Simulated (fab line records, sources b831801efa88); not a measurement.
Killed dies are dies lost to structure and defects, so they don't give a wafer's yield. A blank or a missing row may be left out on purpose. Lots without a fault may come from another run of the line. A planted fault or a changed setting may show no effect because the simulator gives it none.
Chamber matching | flow sky130 | SKY_VIA1_CMP_02 on cmp-01: 4 sister chambers
The step polishes SiO2. 4 wafers are shown with their chamber, then 7 later ones without.

WAFERS WITH THEIR CHAMBER
wafer  | chamber | motor_current_A (A)
L821.3 | 2       | 11.7
L821.6 | 3       | 11.5
L825.1 | 1       | 11.7
L825.2 | 0       | 12.2

WAFERS WITHOUT THEIR CHAMBER
wafer  | motor_current_A (A)
L825.3 | 11.6
L826.1 | 12.0
L826.3 | 12.3
L826.6 | 11.5
L830.1 | 11.0
L830.4 | 11.4
L830.6 | 12.7

WHICH CHAMBER EACH WENT THROUGH
wafer  | from the rows above               | in truth
L825.3 | can't be placed: 1 or 2 or 3 or 0 | 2
L826.1 | can't be placed: 0 or 1 or 2 or 3 | 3
L826.3 | can't be placed: 0 or 1 or 2      | 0
L826.6 | can't be placed: 3 or 1 or 2      | 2
L830.1 | can't be placed: 3 or 1 or 2      | 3
L830.4 | can't be placed: 3 or 1 or 2      | 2
L830.6 | can't be placed: 0 or 1 or 2      | 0
Placed correctly: 0 of 7. Can't be placed from these rows: 7 (the true chamber is among the candidates in 7). Placed wrongly: 0.
How it was worked out, from the rows above alone: a wafer's distance from a chamber is the root of the sum, over the readings, of the square of ((its reading less the chamber's mean) divided by the reading's scatter). The wafer belongs to the nearest chamber; if the next one is less than 2 further off, it can't be placed. A chamber's mean is the mean of its shown wafers. The scatter: with one shown wafer a chamber, the root of the mean of the squares of how far each hidden wafer lies from its nearest shown one.
